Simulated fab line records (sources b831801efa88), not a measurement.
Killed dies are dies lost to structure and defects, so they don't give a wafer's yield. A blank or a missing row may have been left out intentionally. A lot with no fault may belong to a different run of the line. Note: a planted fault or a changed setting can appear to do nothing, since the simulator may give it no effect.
Struck lot and sound lot, side by side    flow sky130    16 steps out of a route of 708
Sound: these wafers, L437.2, L437.3, L437.4. Struck: wafer L441.5 (L441.1, L441.4, from the same lot, were not struck and are left out); the cause is given at the end.
Per side, at each step with rows, come the tool, then ch with its chambers, and then its first start. Under that, the readings that differ: sound wafers    struck wafers    difference of the means    sigmas: that difference in standard deviations of wafers without a fault.
alike: readings whose means differ by less than 2 such deviations, and words and numbers that are the same on both sides. not compared: withheld readings, readings that some wafer has no value for, bounds like >300 that may hide the same value, and numbers for which the record gives no deviation and whose values overlap.
The two part at a step that has a row with sigmas, a row that says differs or no value, or rows on one side only. When numbers do not overlap yet have no deviation, they are printed without sigmas and do not part them. A reading that every wafer of one side lacks parts them only if that side has two wafers or more.

first, 3 steps without rows for these wafers: SKY_METAL1_EXPOSE_12 (exposes mask MM1, target cd 140 nm); SKY_METAL1_PEB_13; SKY_METAL1_DEVELOP_14 (develop time 60 s).
SKY_METAL1_CD_MEAS_15: target cd 140 nm.
  sound on cd-sem-02, day 35 18:38; struck on cd-sem-01, day 36 22:13
  alike: cd-nm
SKY_METAL1_OVL_MEAS_16:
  sound on overlay-02, day 35 18:44; struck on overlay-02, day 36 22:20
  alike: METAL1_OVL
SKY_METAL1_DESCUM_17: chemistry O2, time 8 s.
  sound on rie-metal-03 ch 0,1, day 35 18:46; struck on rie-metal-04 ch 0, day 36 22:22
  alike: drypump-motor-current-A, he-backside-leak-sccm, oes-product-au
  not compared: rf-hours-counter-h
SKY_METAL1_ETCH_18: etches BARC in N2/H2, stops on SiO2, time 45.9 s, target depth 60 nm.
  sound on rie-metal-03 ch 0,1, day 35 18:48; struck on rie-metal-04 ch 0, day 36 22:24
  alike: drypump-motor-current-A, he-backside-leak-sccm, oes-product-au, throttle-valve-pct
  not compared: rf-hours-counter-h
SKY_METAL1_METAL_ETCH_19: etches the open film in Cl2/BCl3, stops on SiO2, target depth 360 nm, time 78 s.
  sound on rie-metal-03 ch 0,1, day 35 18:52; struck on rie-metal-04 ch 0, day 36 22:28
  alike: drypump-motor-current-A, he-backside-leak-sccm, oes-product-au, throttle-valve-pct
  not compared: rf-hours-counter-h
SKY_METAL1_STRIP_20: strips in O2/N2.
  sound on plasma-asher-03 ch 0,1, day 35 18:58; struck on plasma-asher-01 ch 0, day 36 22:33
  alike: drypump-motor-current-A, oes-product-au, strip-time-to-endpoint-s
  not compared: rf-hours-counter-h
then, 3 steps without rows for these wafers: SKY_METAL1_STRIP_21 (strips in post etch residue remover, time 1200 s); SKY_METAL1_CLEAN_22 (cleans in IPA, time 180 s); SKY_METAL1_CLEAN_23 (cleans in O3/DIW).
SKY_VIA1_HDPCVD_00: deposits SiO2, target thk 1030 nm, time 171.7 s.
  sound on hdpcvd-01 ch 0,1, day 35 19:33; struck on hdpcvd-01 ch 0, day 36 23:35
reading                                   sound              struck  difference  sigmas
sih4-flow-sccm (sccm)                     60.05 59.80 59.95  47.81   -12.12      -67
model.SiO2_of_VIA1_HDPCVD_00.thk-nm (nm)  1014 1011 1006     804.1   -206.2      
SKY_VIA1_THK_MEAS_01:
  sound on film-metro-02, day 35 19:41; struck on film-metro-02, day 36 23:41
reading               sound           struck  difference  sigmas
VIA1_HDPCVD_THK (nm)  1014 1011 1007  804     -207        -17
SKY_VIA1_CMP_02: polishes SiO2.
  sound on cmp-02 ch 0,1,2, day 35 19:44; struck on cmp-02 ch 1, day 36 23:51
  alike: motor-current-A
then, 1 step without rows for these wafers: SKY_PAD_OPEN_PROBE_99.

WHERE THEY PART
At SKY_VIA1_HDPCVD_00 first; at SKY_VIA1_THK_MEAS_01 last (within this record only). Later steps at which nothing parts them and some readings are alike: SKY_VIA1_CMP_02.

WHY: whatever the simulator had introduced
hdpcvd-01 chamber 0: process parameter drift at SKY_VIA1_HDPCVD_00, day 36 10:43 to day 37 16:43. Setting sih4-flow-sccm shifted by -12 from 60. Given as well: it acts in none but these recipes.
